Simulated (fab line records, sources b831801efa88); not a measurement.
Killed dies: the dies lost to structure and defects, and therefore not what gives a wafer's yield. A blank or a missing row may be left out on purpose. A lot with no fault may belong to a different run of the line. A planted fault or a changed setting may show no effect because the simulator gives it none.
Chamber matching | flow gf180mcu | 4 sister chambers for GF_V1_CMP_04 on cmp-01
The step polishes SiO2. 8 wafers are shown with their chamber, then 7 later ones without.

== WAFERS, EACH WITH ITS CHAMBER ==
wafer  | chamber | motorCurrentA (A) | timeToEndpointS (s)
L764.2 | 2       | 13.8              | 80
L766.3 | 2       | 14.4              | 76
L770.1 | 1       | 12.9              | 79
L770.3 | 0       | 12.0              | 76
L773.3 | 0       | 11.5              | 87
L773.6 | 3       | 11.3              | 84
L782.1 | 1       | 12.4              | 78
L782.3 | 3       | 11.5              | 79

== WAFERS WITHOUT THEIR CHAMBER ==
wafer  | motorCurrentA (A) | timeToEndpointS (s)
L782.4 | 11.2              | 82
L784.1 | 13.3              | 80
L784.2 | 12.8              | 78
L784.6 | 12.5              | 87
L785.1 | 13.5              | 81
L785.2 | 11.3              | 83
L785.3 | 12.6              | 81

== WHICH CHAMBER EACH WENT THROUGH ==
wafer  | from the rows above          | in truth
L782.4 | can't be placed: 3 or 0      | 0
L784.1 | can't be placed: 1 or 2      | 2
L784.2 | 1                            | 1
L784.6 | can't be placed: 1 or 0 or 3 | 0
L785.1 | can't be placed: 2 or 1      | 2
L785.2 | can't be placed: 3 or 0      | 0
L785.3 | can't be placed: 1 or 0      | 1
Correct placement for 1 of the 7. Cannot be placed on the basis of these rows: 6; the candidates contain the true chamber in 6. Number placed wrongly: 0.
How it was worked out, from the rows above alone: a wafer's distance from a chamber is the root of the sum, over the readings, of the square of ((its reading less the chamber's mean) divided by the reading's scatter). If the next closest chamber is less than 2 further off than the closest, the wafer can't be placed; otherwise it belongs to the closest. For every chamber, the mean is computed from those of its wafers that are shown. The scatter: take each reading less its chamber's mean, square it, sum over the shown wafers, divide by the number of wafers less the number of chambers, and take the root.
